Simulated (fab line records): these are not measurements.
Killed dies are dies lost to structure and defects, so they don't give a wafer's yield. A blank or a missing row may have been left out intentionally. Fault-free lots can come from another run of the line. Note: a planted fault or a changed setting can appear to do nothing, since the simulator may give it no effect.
Problem report, 8D (eight disciplines) form, completed by code :: flow gf180mcu :: the parts of the form that need people (team, actions taken, sign-off) are left out

## 1. PROBLEM STATEMENT
At GF_DNWELL_IMPLANT_07, beam-energy-keV averages 1471.0 over 6 wafers from 2 lots, while fault-free wafers read 1499.9, standard deviation 0.44. That is -66 standard deviations from the usual mean.
Seen first at day 7 04:26 on implanter-04, wafer L276.2. The record has a number at this step for 18 wafers belonging to 6 lots. Rule for "out" (also "out of limits"): further than 4 standard deviations from the usual mean. Any other wafer with a number is counted as sound.

## 2. WHAT IT IS, WHAT IT ISN'T
question: which readings at this step
is: beam-energy-keV
is not: -

question: which lots
is: L276, L277
is not: L258, L264, L273, L274

question: which wafers of those lots
is: all that have a number
is not: -

question: read on which tools
is: implanter-04
is not: implanter-01, implanter-03

question: when
is: from day 7 04:26
is not: up to then (12 sound wafers)

## 3. SUSPECTS, AND WHAT RULES EACH OUT
Counting: a tool at any process step up to the reading remains a suspect when it ran all the lots that are out and ran no sound lot after the first of those.
- implanter-04 at GF_DNWELL_IMPLANT_07: kept. All lots that are out passed through it, beginning with L276 at day 7 04:26, and no sound lot followed; its final sound lot before that point was L264 at day 4 13:22. Out on those wafers are its own readings of beam-energy-keV.
The count leaves implanter-04 at GF_DNWELL_IMPLANT_07.

## 4. THE CAUSE (what the simulator had put in)
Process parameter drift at GF_DNWELL_IMPLANT_07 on implanter-04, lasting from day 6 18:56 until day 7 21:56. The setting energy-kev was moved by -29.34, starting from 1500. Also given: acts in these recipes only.
The count eliminated every tool but this one.

## 5. SEQUENCE OF EFFECTS, ordered by route
Each row: a reading whose mean over the struck wafers that have a number lies more than 3 standard deviations from the usual. Readings are gone through only where the record gives a usual standard deviation; hours: the median, over the lots, of the time from a lot's start at the first step in this table giving one to that lot's start at this step; sigmas: the change measured in usual standard deviations.
hours: 0
step: GF_DNWELL_IMPLANT_07
reading: beam-energy-keV
usual: 1499.9
on struck wafers: 1471.0
change: -28.9
sigmas: -66
The process steps in it:
- GF_DNWELL_IMPLANT_07

## 6. WHAT WOULD HAVE CAUGHT IT SOONER
The fault began at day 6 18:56; the first out-of-limits reading in this record came at day 7 04:26, 10 hours later.
